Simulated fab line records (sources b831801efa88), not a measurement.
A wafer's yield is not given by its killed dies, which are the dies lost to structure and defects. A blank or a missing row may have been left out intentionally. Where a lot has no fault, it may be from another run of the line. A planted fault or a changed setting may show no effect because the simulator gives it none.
fab line records	flow gf180mcu
record: lots: 6	wafers: 17	last-day: 33
route steps=602 shown M5@532 V5@540 TOP_METAL@567 PASSIVATION@602
lots with no fault: from the same line, run without faults
start-h: hours from the record's first day to the start of the lot's first wafer shown	wait-h: hours since the lot's step before	" unchanged from the row above	L1.1+2: several wafers, shown together as one row	- no value, or no start given	* or withheld: withheld	< > ~ a bound
route shown NAME@n: NAME is a module with steps in the file, n the number in the route of the first one	usual: mean/standard deviation taken from wafers without a fault	same: alike in all rows	chamber/n: place in a boat	sites: readings site by site	_std_site: the standard deviation of these	_edge_site: outer sites' mean less inner sites'	radius-mm: how far each site lies from the wafer's centre	mask NAME#n: copy n	behind: tool/chamber where the wafer was last shaped	hold: reason for holding the lot/hours on hold/outcome of the hold	device: the transistor (n, p or np) that didn't switch	end of line: the tests these same wafers got at the end of their route	for a step that has no rows: nothing shown but its recipe	killed: dies lost to structure and defects at the first sort, not the wafer's yield	map: the dies of a wafer, with x for killed, . for not killed, _ for no die there
set.NAME: the setting as run; set.NAME@STEP: as run at that earlier step	model.NAME: the simulator's own value behind a step, which no gauge read
a table for each step, a row for each wafer; lots at some steps of the route
services: when a tool's chamber went out of use (start-h, in hours from the record's first day, below 0 if earlier), for how many hours, and the reason
== steps ==
step: GF_M5_DEVELOP_06
recipe: develop-time-s: 60	dev-temp-c: 21
step: GF_M5_CD_MEAS_07
recipe: target-cd-nm: 280
usual: cd-nm: 280.2/1.1
lot.wafer	tool	chamber	start-h	wait-h	cd-nm
L248.1	cd-sem-01	-	629.66	0.1	279.8
L248.2	"	-	"	"	280.0
L248.6	"	-	"	"	280.2
L254.2	cd-sem-01	-	671.98	0.1	280.7
L254.4	"	-	"	"	280.9
L254.6	"	-	"	"	279.1
L258.2	cd-sem-01	-	699.42	0.1	279.5
L258.3	"	-	"	"	280.0
L259.2	cd-sem-01	-	713.27	0.1	280.5
L259.3	"	-	"	"	279.9
L259.6	"	-	"	"	280.7
L261.1	cd-sem-01	-	724.22	0.2	279.0
L261.3	"	-	"	"	280.6
L261.6	"	-	"	"	280.8
L262.1	cd-sem-01	-	726.90	0.1	280.8
L262.3	"	-	"	"	282.3
L262.4	"	-	"	"	281.8
step: GF_M5_OVL_MEAS_08
usual: M5_OVL: 1/5
lot.wafer	tool	chamber	start-h	wait-h	M5_OVL[nm]
L248.1	overlay-02	-	629.78	0.1	-10
L248.2	"	-	"	"	0
L248.6	"	-	"	"	2
L254.2	overlay-01	-	672.08	0.1	4
L254.4	"	-	"	"	0
L254.6	"	-	"	"	0
L258.2	overlay-01	-	699.53	0.1	2
L258.3	"	-	"	"	1
L259.2	overlay-01	-	713.38	0.1	-11
L259.3	"	-	"	"	4
L259.6	"	-	"	"	-5
L261.1	overlay-01	-	724.34	0.1	-4
L261.3	"	-	"	"	-2
L261.6	"	-	"	"	5
L262.1	overlay-01	-	727.02	0.1	0
L262.3	"	-	"	"	-11
L262.4	"	-	"	"	3
step: GF_M5_ETCH_09
recipe: chemistry: CF4/O2	target: Si3N4	target-depth-nm: 52	source-w: 800	bias-w: 150	pressure-mtorr: 150	cf4-flow-sccm: 80	O2_flow_sccm: 10	time-s: 11.6
step: GF_M5_METAL_ETCH_10
recipe: chemistry: Cl2/BCl3	mask-material: KrF	target-depth-nm: 627.5	stop-on: SiO2	pressure-mtorr: 8	icp-w: 800	bias-w: 140	Cl2_flow_sccm: 80	bcl3-flow-sccm: 40	time-s: 104.6
step: GF_M5_STRIP_11
recipe: chemistry: O2/N2	power-w: 1400	pressure-mtorr: 1500	platen-temp-c: 250	o2-flow-sccm: 3000	n2-flow-sccm: 300	overash-fraction: 0.5
usual: drypump-motor-current-A: 5.8/0.44	heater-power-w: 324/22	oes-product-au: 0.544/0.005	strip-time-to-endpoint-s: 7.54/0.046
lot.wafer	tool	chamber	start-h	wait-h	drypump-motor-current-A	heater-power-w	oes-product-au	rf-hours-counter-h	strip-time-to-endpoint-s
L248.1	plasma-asher-02	0	629.95	0.1	6.3	299	0.540	19	7.50
L248.2	"	1	"	"	6.2	290	0.538	19	7.50
L248.6	"	0	"	"	6.3	309	0.547	-	7.53
L254.2	plasma-asher-02	0	672.25	0.1	6.2	303	0.546	22	7.61
L254.4	"	0	"	"	6.2	313	0.546	-	7.62
L254.6	"	1	"	"	6.2	288	0.546	-	7.54
L258.2	plasma-asher-01	1	699.69	0.1	5.7	355	0.542	91	7.53
L258.3	"	0	"	"	5.0	326	0.542	-	7.53
L259.2	plasma-asher-01	0	713.54	0.1	5.0	323	0.530	93	7.54
L259.3	"	1	"	"	5.7	359	0.537	-	7.57
L259.6	"	0	"	"	5.0	326	0.543	-	7.60
L261.1	plasma-asher-01	0	724.62	0.2	5.0	326	0.541	94	7.62
L261.3	"	0	"	"	5.0	327	0.535	-	7.56
L261.6	"	1	"	"	5.7	356	0.538	-	7.54
L262.1	plasma-asher-02	1	727.30	0.2	6.3	297	0.544	29	7.52
L262.3	"	1	"	"	6.3	296	0.545	-	7.51
L262.4	"	0	"	"	6.3	307	0.543	-	7.49
step: GF_M5_STRIP_12
recipe: chemistry: post-etch-residue-remover	time-s: 1200	temp-c: 72.5
step: GF_M5_CLEAN_13
recipe: chemistry: DIW	dry: n2-spin
step: GF_V5_CVD_00
recipe: material: SiO2	target-thk-nm: 300	sigma-open-frac: 0.3	temp-c: 400	time-s: 50	sih4-flow-sccm: 60	pressure-mtorr: 6
step: GF_V5_THK_MEAS_01
recipe: reads: SiO2_of_V5_CVD_00
usual: V5_CVD_00_THK: 301/3.8
lot.wafer	tool	chamber	start-h	wait-h	V5_CVD_00_THK[nm]
L248.1	film-metro-04	-	630.53	0.0	303
L248.2	"	-	"	"	302
L248.6	"	-	"	"	304
L254.2	film-metro-03	-	672.84	0.0	305
L254.4	"	-	"	"	303
L254.6	"	-	"	"	306
L258.2	film-metro-01	-	700.28	0.0	297
L258.3	"	-	"	"	301
L259.2	film-metro-01	-	714.14	0.0	306
L259.3	"	-	"	"	302
L259.6	"	-	"	"	307
L261.1	film-metro-01	-	725.20	0.0	303
L261.3	"	-	"	"	293
L261.6	"	-	"	"	307
L262.1	film-metro-01	-	727.88	0.0	301
L262.3	"	-	"	"	307
L262.4	"	-	"	"	303
step: GF_V5_CVD_02
recipe: material: SiO2	target-thk-nm: 1450	precursor: TEOS	temp-c: 400	time-s: 163.28	rf-w: 600
usual: heater-power-w: 634/100	susceptor-temp-C: 400.00/0.2
lot.wafer	tool	chamber	start-h	wait-h	heater-power-w	susceptor-temp-C
L248.1	pecvd-04	2	630.59	0.1	777	399.90
L248.2	"	0	"	"	736	400.14
L248.6	"	2	"	"	852	400.20
L254.2	pecvd-04	1	672.89	0.0	567	399.79
L254.4	"	1	"	"	479	400.12
L254.6	"	1	"	"	555	400.00
L258.2	pecvd-02	2	700.33	0.0	657	400.03
L258.3	"	0	"	"	519	400.19
L259.2	pecvd-01	2	714.19	0.0	590	400.21
L259.3	"	0	"	"	670	400.05
L259.6	"	1	"	"	505	400.11
L261.1	pecvd-04	2	725.26	0.1	884	399.82
L261.3	"	1	"	"	472	400.01
L261.6	"	2	"	"	696	399.83
L262.1	pecvd-01	1	727.94	0.1	650	399.64
L262.3	"	2	"	"	613	400.05
L262.4	"	2	"	"	661	399.69
step: GF_V5_THK_MEAS_03
recipe: reads: SiO2_of_V5_CVD_02
usual: V5_CVD_02_THK: 1452/21
lot.wafer	tool	chamber	start-h	wait-h	V5_CVD_02_THK[nm]
L248.1	film-metro-01	-	630.70	0.1	1430
L248.2	"	-	"	"	1429
L248.6	"	-	"	"	1458
L254.2	film-metro-04	-	673.06	0.1	1419
L254.4	"	-	"	"	1442
L254.6	"	-	"	"	1449
L258.2	film-metro-03	-	700.45	0.1	1435
L258.3	"	-	"	"	1450
L259.2	film-metro-04	-	714.31	0.1	1450
L259.3	"	-	"	"	1475
L259.6	"	-	"	"	1450
L261.1	film-metro-04	-	725.37	0.1	1449
L261.3	"	-	"	"	1441
L261.6	"	-	"	"	1453
L262.1	film-metro-04	-	728.05	0.1	1421
L262.3	"	-	"	"	1463
L262.4	"	-	"	"	1498
step: GF_V5_CMP_04
recipe: material: SiO2	down-force-psi: 4	platen-rpm: 60	pad-velocity-m-s: 0.94248
usual: head-pressure-psi: 4.000/0.0088	motor-current-A: 12.6/1
lot.wafer	tool	chamber	start-h	wait-h	head-pressure-psi	motor-current-A	model.SiO2_of_V5_CVD_02.thk-nm
L248.1	cmp-01	2	630.76	0.1	4.000	13.7	854.6
L248.2	"	3	"	"	4.012	13.2	856.8
L248.6	"	3	"	"	3.997	13.4	855.6
L254.4	cmp-02	3	673.11	0.0	3.986	13.4	853.4
L254.2	"	1	"	"	4.005	13.8	856.7
L254.6	"	0	"	"	3.991	11.5	853.5
L258.2	cmp-01	3	700.50	0.0	3.997	13.6	1057
L258.3	"	2	"	"	3.997	13.2	1062
L259.2	cmp-01	1	714.36	0.0	3.992	11.5	1066
L259.3	"	2	"	"	3.994	13.5	1072
L259.6	"	1	"	"	4.003	10.8	858.5
L261.1	cmp-02	2	725.53	0.1	4.000	12.2	853.3
L261.3	"	3	"	"	4.009	13.1	853.2
L261.6	"	0	"	"	3.994	11.3	851.7
L262.4	cmp-02	1	728.11	0.0	3.991	13.8	857
L262.3	"	2	"	"	3.995	11.9	856.8
L262.1	"	3	"	"	3.997	13.1	853.2
step: GF_V5_BOW_MEAS_05
recipe: mode: bow
usual: V5_BOW: 131/9.6
lot.wafer	tool	chamber	start-h	wait-h	hold	V5_BOW[um]
L248.1	film-metro-01	-	631.06	0.2	-	120
L248.2	"	-	"	"	-	131
L248.6	"	-	"	"	-	129
L254.2	film-metro-01	-	673.43	0.2	-	147
L254.4	"	-	"	"	-	147
L254.6	"	-	"	"	-	150
L258.2	film-metro-03	-	700.82	0.3	await-dispo/0.2h/release	137
L258.3	"	-	"	"	await-dispo/0.2h/release	139
L258.2	film-metro-03	-	701.24	0.4	-	-
L258.3	"	-	"	"	-	-
L259.2	film-metro-04	-	714.68	0.3	await-dispo/0.2h/release	121
L259.3	"	-	"	"	await-dispo/0.2h/release	136
L259.6	"	-	"	"	await-dispo/0.2h/release	121
L259.2	film-metro-04	-	714.96	0.3	-	-
L259.3	"	-	"	"	-	-
L259.6	"	-	"	"	-	-
L261.1	film-metro-03	-	725.73	0.1	-	131
L261.3	"	-	"	"	-	136
L261.6	"	-	"	"	-	136
L262.1	film-metro-04	-	728.41	0.1	-	141
L262.3	"	-	"	"	-	124
L262.4	"	-	"	"	-	134
step: GF_V5_HMDS_07
recipe: prime-time-s: 60	prime-temp-c: 120
step: GF_V5_COAT_08
recipe: resist: BARC	temp-c: withheld	time-s: withheld	spin-rpm: withheld	resist-thk-nm: withheld
step: GF_V5_COAT_09
recipe: resist: KrF	spin-rpm: withheld	resist-thk-nm: 1000
step: GF_V5_SOFTBAKE_10
recipe: temp-c: 130	time-s: 60	resist: KrF
step: GF_V5_EXPOSE_11
recipe: mask-id: Via5	target-cd-nm: 260	na: 0.68	source-shape: conventional	sigma-outer: 0.6	dose-mj: 38
step: GF_V5_PEB_12
recipe: peb-temp-c: 135	peb-time-s: 90	resist: KrF
step: GF_V5_DEVELOP_13
recipe: develop-time-s: 60	resist: KrF	dev-temp-c: 21
step: GF_V5_CD_MEAS_14
recipe: target-cd-nm: 260
usual: cd-nm: 260.4/1.4
lot.wafer	tool	chamber	start-h	wait-h	cd-nm
L248.1	cd-sem-01	-	651.16	0.1	261.2
L248.2	"	-	"	"	262.3
L248.6	"	-	"	"	262.1
L254.2	cd-sem-02	-	694.60	0.1	260.9
L254.4	"	-	"	"	260.2
L254.6	"	-	"	"	259.5
L258.2	cd-sem-01	-	718.48	0.1	259.0
L258.3	"	-	"	"	258.8
L259.2	cd-sem-02	-	732.65	0.1	258.9
L259.3	"	-	"	"	259.5
L259.6	"	-	"	"	260.1
L261.1	cd-sem-02	-	742.96	0.1	262.1
L261.3	"	-	"	"	261.3
L261.6	"	-	"	"	261.8
L262.1	cd-sem-01	-	745.03	0.1	259.5
L262.3	"	-	"	"	259.2
L262.4	"	-	"	"	258.6
step: GF_V5_OVL_MEAS_15
usual: V5_OVL: 3/5.2
lot.wafer	tool	chamber	start-h	wait-h	V5_OVL[nm]
L248.1	overlay-02	-	651.28	0.1	5
L248.2	"	-	"	"	8
L248.6	"	-	"	"	13
L254.2	overlay-01	-	694.71	0.1	-7
L254.4	"	-	"	"	-8
L254.6	"	-	"	"	3
L258.2	overlay-01	-	718.58	0.1	5
L258.3	"	-	"	"	-5
L259.2	overlay-02	-	732.76	0.1	2
L259.3	"	-	"	"	3
L259.6	"	-	"	"	5
L261.1	overlay-02	-	743.08	0.1	0
L261.3	"	-	"	"	-7
L261.6	"	-	"	"	3
L262.1	overlay-02	-	745.15	0.1	8
L262.3	"	-	"	"	8
L262.4	"	-	"	"	2
step: GF_V5_ETCH_16
recipe: chemistry: N2/H2	target-depth-a: withheld	overetch-a: withheld	time-s: withheld	target: BARC	ion-energy-ev: 200	source-w: 500	bias-w: 100	pressure-mtorr: 30	n2-flow-sccm: 100	h2-flow-sccm: 200
usual: drypump-motor-current-A: 5.8/0.3	oes-product-au: 0.854/0.005	throttle-valve-pct: 13.224/0.0089
lot.wafer	tool	chamber	start-h	wait-h	drypump-motor-current-A	oes-product-au	throttle-valve-pct
L248.1	rie-diel-01	0	651.31	0.0	6.5	0.857	13.221
L248.2	"	1	"	"	5.9	0.853	13.236
L248.6	"	1	"	"	5.9	0.856	13.210
L254.2	rie-diel-03	3	694.74	0.0	6.0	0.853	13.209
L254.4	"	2	"	"	5.5	0.855	13.224
L254.6	"	2	"	"	5.5	0.859	13.226
L258.2	rie-diel-03	0	718.61	0.0	6.0	0.856	13.212
L258.3	"	1	"	"	5.8	0.844	13.221
L259.2	rie-diel-01	3	732.79	0.0	5.5	0.859	13.220
L259.3	"	0	"	"	6.5	0.851	13.222
L259.6	"	0	"	"	6.5	0.855	13.242
L261.1	rie-diel-01	2	743.11	0.0	5.7	0.858	13.224
L261.3	"	3	"	"	5.5	0.856	13.232
L261.6	"	0	"	"	6.5	0.856	13.233
L262.1	rie-diel-03	2	745.19	0.0	5.5	0.850	13.212
L262.3	"	0	"	"	5.9	0.851	13.218
L262.4	"	3	"	"	6.0	0.849	13.224
step: GF_V5_ETCH_17
recipe: chemistry: C4F8/O2/Ar	mask-material: KrF	target: SiO2	stop-on: TiN	source-w: 1500	bias-w: 1200	pressure-mtorr: 40	c4f8-flow-sccm: withheld	O2_flow_sccm: 6	Ar_flow_sccm: 300	time-s: withheld	target-depth-a: 8550
usual: oes-product-au: 0.859/0.0042
lot.wafer	tool	chamber	start-h	wait-h	oes-product-au	model.V5.feature-depth-nm	model.etch.depth-nm
L248.1	rie-diel-01	0	-	-	0.861	854.6	854.6
L248.2	"	1	"	"	0.864	856.8	856.8
L248.6	"	1	"	"	0.857	855.6	855.6
L254.2	rie-diel-03	3	-	-	0.849	856.7	856.7
L254.4	"	2	"	"	0.864	853.4	853.4
L254.6	"	2	"	"	0.853	853.5	853.5
L258.2	rie-diel-03	0	-	-	0.978	1057	1057
L258.3	"	1	"	"	0.970	1062	1062
L259.2	rie-diel-01	3	-	-	0.980	1066	1066
L259.3	"	0	"	"	0.979	1072	1072
L259.6	"	0	"	"	0.854	858.5	858.5
L261.1	rie-diel-01	2	-	-	0.851	853.3	853.3
L261.3	"	3	"	"	0.859	853.2	853.2
L261.6	"	0	"	"	0.853	851.7	851.7
L262.1	rie-diel-03	2	-	-	0.864	853.2	853.2
L262.3	"	0	"	"	0.863	856.8	856.8
L262.4	"	3	"	"	0.863	857	857
step: GF_V5_STRIP_18
recipe: chemistry: O2/N2	power-w: 1400	pressure-mtorr: 1500	platen-temp-c: 250	o2-flow-sccm: 3000	n2-flow-sccm: 300	overash-fraction: 0.5
step: GF_V5_STRIP_19
recipe: chemistry: post-etch-residue-remover	time-s: 1200	temp-c: 72.5
step: GF_V5_CLEAN_20
recipe: chemistry: DIW	dry: n2-spin
step: GF_V5_SPUTTER_21
recipe: material: Ti	target-thk-nm: 15	chamber-pressure-pa: 5	power-w: 2500	substrate-temp-c: 200	time-s: 80.02
usual: throttle-valve-pct: 29.5/0.87
lot.wafer	tool	chamber	start-h	wait-h	throttle-valve-pct
L248.1	pvd-sputter-04	-	652.03	0.0	29.8
L248.2	"	-	"	"	28.5
L248.6	"	-	"	"	28.4
L254.2	pvd-sputter-02	-	695.42	0.0	28.3
L254.4	"	-	"	"	29.0
L254.6	"	-	"	"	28.9
L258.2	pvd-sputter-01	-	719.33	0.0	30.0
L258.3	"	-	"	"	30.0
L259.2	pvd-sputter-04	-	733.47	0.0	29.9
L259.3	"	-	"	"	28.0
L259.6	"	-	"	"	30.1
L261.1	pvd-sputter-02	-	743.81	0.0	30.5
L261.3	"	-	"	"	28.5
L261.6	"	-	"	"	30.4
L262.1	pvd-sputter-04	-	745.90	0.0	29.7
L262.3	"	-	"	"	28.6
L262.4	"	-	"	"	28.7
step: GF_V5_SPUTTER_22
recipe: material: TiN	target-thk-nm: 10	chamber-pressure-pa: 5	power-w: 4000	time-s: 40
step: GF_V5_CVD_23
recipe: material: W	target-thk-nm: 350	time-s: 104.9	temp-c: 400	pressure-torr: 40
usual: heater-power-w: 905/66	susceptor-temp-C: 400.03/0.23
lot.wafer	tool	chamber	start-h	wait-h	heater-power-w	susceptor-temp-C
L248.1	cvd-w-01	1	652.13	0.0	866	400.24
L248.2	"	0	"	"	962	400.07
L248.6	"	1	"	"	889	400.32
L254.2	cvd-w-01	0	695.52	0.0	948	400.37
L254.4	"	0	"	"	942	400.22
L254.6	"	1	"	"	882	400.08
L258.2	cvd-w-02	0	719.43	0.0	979	400.17
L258.3	"	0	"	"	951	399.85
L259.2	cvd-w-01	0	733.57	0.0	965	400.18
L259.3	"	0	"	"	963	400.19
L259.6	"	1	"	"	871	400.03
L261.1	cvd-w-01	0	743.91	0.0	989	399.90
L261.3	"	1	"	"	859	399.90
L261.6	"	1	"	"	884	400.19
L262.1	cvd-w-02	1	746.00	0.0	809	399.89
L262.3	"	1	"	"	790	399.86
L262.4	"	0	"	"	961	400.12
step: GF_V5_RS_MEAS_24
recipe: thk-meas-gauge: four-point-probe	reads: W_of_V5_CVD_23+TiN_of_V5_SPUTTER_22+Ti_of_V5_SPUTTER_21
usual: V5_W_RS: 0.327/0.0055
lot.wafer	tool	chamber	start-h	wait-h	V5_W_RS[ohm/sq]
L248.1	film-metro-03	-	652.24	0.1	0.333
L248.2	"	-	"	"	0.323
L248.6	"	-	"	"	0.335
L254.2	film-metro-03	-	695.66	0.1	0.326
L254.4	"	-	"	"	0.324
L254.6	"	-	"	"	0.335
L258.2	film-metro-03	-	719.56	0.1	0.326
L258.3	"	-	"	"	0.326
L259.2	film-metro-04	-	733.70	0.1	0.324
L259.3	"	-	"	"	0.323
L259.6	"	-	"	"	0.333
L261.1	film-metro-04	-	744.02	0.1	0.328
L261.3	"	-	"	"	0.337
L261.6	"	-	"	"	0.337
L262.1	film-metro-04	-	746.12	0.1	0.326
L262.3	"	-	"	"	0.324
L262.4	"	-	"	"	0.324
step: GF_V5_THK_MEAS_25
recipe: thk-meas-gauge: xrf	reads: W_of_V5_CVD_23
usual: V5_W_THK: 358/6.9
lot.wafer	tool	chamber	start-h	wait-h	V5_W_THK[nm]
L248.1	film-metro-03	-	652.36	0.1	352
L248.2	"	-	"	"	361
L248.6	"	-	"	"	351
L254.2	film-metro-03	-	695.77	0.1	359
L254.4	"	-	"	"	360
L254.6	"	-	"	"	349
L258.2	film-metro-03	-	719.67	0.1	353
L258.3	"	-	"	"	360
L259.2	film-metro-04	-	733.81	0.1	360
L259.3	"	-	"	"	364
L259.6	"	-	"	"	352
L261.1	film-metro-04	-	744.14	0.1	363
L261.3	"	-	"	"	354
L261.6	"	-	"	"	353
L262.1	film-metro-04	-	746.24	0.1	365
L262.3	"	-	"	"	368
L262.4	"	-	"	"	368
step: GF_V5_CMP_26
recipe: stop-on: SiO2	down-force-psi: 3.5	platen-rpm: 60	t-overpolish-s: 15	target-thk-nm: 0	pad-velocity-m-s: 0.94248
usual: head-pressure-psi: 3.501/0.0075	motor-current-A: 11.4/0.87
lot.wafer	tool	chamber	start-h	wait-h	head-pressure-psi	motor-current-A	model.SiO2_of_V5_CVD_02.thk-nm
L248.1	cmp-02	2	652.42	0.1	3.505	11.1	850.9
L248.2	"	0	"	"	3.499	10.9	853.1
L248.6	"	2	"	"	3.494	11.0	851.8
L254.2	cmp-02	3	695.82	0.0	3.501	11.7	852.9
L254.4	"	1	"	"	3.500	12.8	849.6
L254.6	"	0	"	"	3.506	10.1	849.8
L258.2	cmp-02	0	719.72	0.0	3.496	10.7	1053
L258.3	"	1	"	"	3.509	12.4	1058
L259.3	cmp-02	2	733.86	0.0	3.502	10.5	1068
L259.2	"	3	"	"	3.504	11.7	1062
L259.6	"	2	"	"	3.496	11.3	854.7
L261.1	cmp-01	2	744.20	0.1	3.501	12.3	849.5
L261.3	"	3	"	"	3.491	12.6	849.4
L261.6	"	2	"	"	3.504	12.0	847.9
L262.4	cmp-01	2	746.35	0.1	3.502	12.2	853.2
L262.3	"	3	"	"	3.506	11.5	853
L262.1	"	0	"	"	3.503	13.1	849.4
step: GF_TOP_METAL_SPUTTER_00
recipe: material: Ti	target-thk-nm: 37.5	arriving-ion-energy-ev: 80	substrate-temp-c: 200	chamber-pressure-pa: 2	power-w: 4000	time-s: 150
step: GF_PASSIVATION_PROBE_99
lot.wafer	tool	chamber	start-h	wait-h	hold	model.etest.via5-chain.rc-ohm
L248.1	prober-02	-	693.92	0.1	-	6.459
L248.2	prober-02	-	693.97	0.1	-	7.029
L248.6	prober-02	-	694.17	0.2	-	7.027
L254.2	prober-02	-	735.92	0.1	-	6.684
L254.4	prober-02	-	736.02	0.2	-	7.114
L254.6	prober-02	-	736.12	0.2	-	6.799
L258.2	prober-02	-	757.57	0.1	await-dispo/9.1h/release	7.793
L258.3	prober-02	-	757.62	0.2	await-dispo/9.1h/release	14.75
L259.2	prober-01	-	771.57	0.1	await-dispo/1.8h/release	8.464
L259.3	prober-01	-	771.62	0.2	await-dispo/1.8h/release	10.28
L259.6	prober-01	-	771.77	0.2	await-dispo/1.8h/release	7.118
L261.1	prober-02	-	780.57	0.1	-	6.804
L261.3	prober-02	-	780.67	0.2	-	6.849
L261.6	prober-02	-	780.82	0.2	-	6.769
L262.1	prober-02	-	783.46	0.1	-	7.028
L262.3	prober-02	-	783.56	0.2	-	7.269
L262.4	prober-02	-	783.61	0.2	-	6.633
killed by level:class
L248.1 V4:geometric-particle:open=7 V4:geometric-particle:short=6 CONTACT:geometric-particle:short=4 CONTACT:geometric-particle:open=4 M1:geometric-particle:short=3 V1:geometric-particle:open=3 M2:geometric-particle:short=3 M5:geometric-particle:short=3
L248.2 V1:geometric-particle:open=6 CONTACT:geometric-particle:open=5 V2:geometric-particle:open=4 V4:geometric-particle:short=4 V5:geometric-particle:open=3 POLY_GATE:geometric-particle:short=2 M1:geometric-particle:short=2 M2:geometric-particle:short=2
L248.6 V5:geometric-particle:open=7 V4:geometric-particle:open=6 V1:geometric-particle:open=4 V3:geometric-particle:open=4 V1:geometric-particle:short=3 CONTACT:geometric-particle:open=3 M2:geometric-particle:short=3 V2:geometric-particle:short=3
L254.2 CONTACT:geometric-particle:open=8 V2:geometric-particle:open=7 V3:geometric-particle:open=6 STI:geometric-particle:short=3 CONTACT:geometric-particle:short=3 V1:geometric-particle:short=3 M2:geometric-particle:short=3 V3:geometric-particle:short=3
L254.4 CONTACT:geometric-particle:short=5 V1:geometric-particle:open=4 V4:geometric-particle:open=4 V5:geometric-particle:open=4 STI:geometric-particle:short=3 CONTACT:geometric-particle:open=3 V1:geometric-particle:short=3 V3:geometric-particle:open=3
L254.6 V3:geometric-particle:open=9 V5:geometric-particle:open=7 V4:geometric-particle:open=4 M1:geometric-particle:short=4 V1:geometric-particle:open=4 V2:geometric-particle:open=4 CONTACT:geometric-particle:short=3 CONTACT:geometric-particle:open=3
L261.1 M1:geometric-particle:short=5 V1:geometric-particle:open=5 STI:geometric-particle:open=3 CONTACT:geometric-particle:short=3 V2:geometric-particle:short=3 CONTACT:geometric-particle:open=2 V4:geometric-particle:short=2 V1:geometric-particle:short=2
L261.3 CONTACT:geometric-particle:open=8 V5:geometric-particle:open=4 M1:geometric-particle:short=3 V1:geometric-particle:short=3 V1:geometric-particle:open=3 V2:geometric-particle:open=3 CONTACT:geometric-particle:short=2 V3:geometric-particle:open=2
L261.6 V3:geometric-particle:short=6 STI:geometric-particle:short=4 V1:geometric-particle:short=4 V4:geometric-particle:open=4 STI:geometric-particle:open=3 M1:geometric-particle:short=3 V1:geometric-particle:open=3 M3:geometric-particle:short=3
L262.1 CONTACT:geometric-particle:open=9 V3:geometric-particle:open=6 V5:geometric-particle:open=6 V1:geometric-particle:open=5 V2:geometric-particle:open=4 M3:geometric-particle:short=4 POLY_GATE:geometric-particle:short=2 CONTACT:geometric-particle:short=2
L262.3 V3:geometric-particle:open=6 V1:geometric-particle:open=5 V4:geometric-particle:open=5 STI:geometric-particle:open=4 CONTACT:geometric-particle:short=4 V2:geometric-particle:open=4 STI:geometric-particle:short=3 M1:geometric-particle:short=3
L262.4 V2:geometric-particle:short=7 CONTACT:geometric-particle:open=6 V4:geometric-particle:open=5 V5:geometric-particle:open=5 M1:geometric-particle:short=4 V3:geometric-particle:open=4 V1:geometric-particle:open=3 M2:geometric-particle:short=3
map L248.6 (x killed, . not)
__________.........._________
________.x..x........._______
______.................._____
_____..x.................____
____x...........x..x......___
___....x.............x.x..x__
__...x.......x.....x.....x.._
_........x..............xx...
_......x.......x.......xx....
_.....x.......x..x...........
_..x.........................
_.x...x....xx.....x.......x..
_.............x..............
_........x......x............
_..................xx...x....
__........x......x.........._
___.......x..........x.....__
____..............x......x___
_____.......x.....x...x..____
______..xx..........x..x_____
________.x....x.x....._______
__________.........x_________
map L261.6 (x killed, . not)
__________.x.x......_________
________..x.........x._______
______.x......xx........_____
_____.....x..............____
____.........x............___
___...............x........__
__......x................x.._
_.x.x........................
_.......................x....
_.........x..x...............
_..x...................xx....
_.........x...x..............
_x..x.........xx.......xxx...
_.........x..........x.......
_...x..x..x...........x....xx
__......x..................._
___.........x..............__
____x............x..x....x___
_____.x..................____
______...x....x.......x._____
________.............._______
__________.x...x.x.x_________
== services ==
tool	chamber	start-h	hours	kind
pecvd-01	-	614.37	6.0	pm
plasma-asher-02	-	616.36	1.6	repair
plasma-asher-02	-	616.73	1.6	repair
pvd-sputter-02	-	616.88	3.5	repair
cmp-02	-	630.34	0.5	repair
cvd-w-02	-	632.32	14.6	pm
rie-diel-01	0	637.65	4.5	repair
pecvd-04	-	644.27	1.3	repair
rie-diel-01	2	645.36	-	clean
rie-diel-01	2	645.36	19.6	scheduled-down
rie-diel-01	2	645.36	19.6	vent-cycle
pecvd-01	1	648.81	4.6	repair
pecvd-04	2	652.31	33.1	repair
plasma-asher-02	-	653.73	8.2	repair
plasma-asher-01	-	661.91	15.6	pm
pecvd-02	2	662.33	5.2	repair
plasma-asher-01	-	677.51	14.6	pm
pvd-sputter-01	-	682.93	2.6	repair
plasma-asher-01	-	692.11	1.7	pm
cvd-w-01	1	719.97	3.7	repair
rie-diel-03	3	723.48	3.5	repair
cvd-w-02	-	735.20	6.9	pm
pvd-sputter-02	-	738.22	2.4	repair
cmp-02	-	744.33	4.0	pm
== key ==
first-sign: step: GF_V5_BOW_MEAS_05	reading: visit	direction: added
effect: step: GF_V5_ETCH_17	reading: oes-product-au	direction: up	sigmas: 28	usual: 0.859	struck: 0.977
effect: step: GF_PASSIVATION_PROBE_99	reading: hold	direction: added
model-effect: step: GF_V5_CMP_04	value: SiO2_of_V5_CVD_02.thk-nm	without: 854.9	struck: 1064
model-effect: step: GF_V5_ETCH_17	value: V5.feature-depth-nm	without: 854.9	struck: 1064
model-effect: step: GF_V5_CMP_26	value: SiO2_of_V5_CVD_02.thk-nm	without: 851.1	struck: 1060
model-effect: step: GF_PASSIVATION_PROBE_99	value: etest.via5-chain.rc-ohm	without: 7.04	struck: 10.32
met-at GF_V5_CMP_04
struck-wafers L258.2,L258.3,L259.2,L259.3
sort-left-out L258.2,L258.3,L259.2,L259.3
tester-left-out L258
onset-between 630.76 700.50
earlier-fault: kind: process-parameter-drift	tool: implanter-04	chamber: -	onset-h: 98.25	steps: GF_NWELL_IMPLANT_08	channel: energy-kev	offset: 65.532	shape: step	end-h: 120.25	acts-in: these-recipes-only	stated: 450
fault: kind: process-parameter-drift	tool: cmp-01	chamber: -	onset-h: 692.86	steps: GF_V5_CMP_04	channel: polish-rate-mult	offset: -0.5	shape: step	end-h: 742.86	scope: struck-wafers-only
tester-left-out: of these lots the tester's yield and bins aren't shown, on N5 and GAA mostly nor the transistor test; their killed dies are dies lost to structure and defects alone, not to doping, threshold or leakage, so they don't give the yield
sort-left-out: the simulated sort isn't trusted on such a fault, so these wafers' sort isn't shown, and their yield isn't known
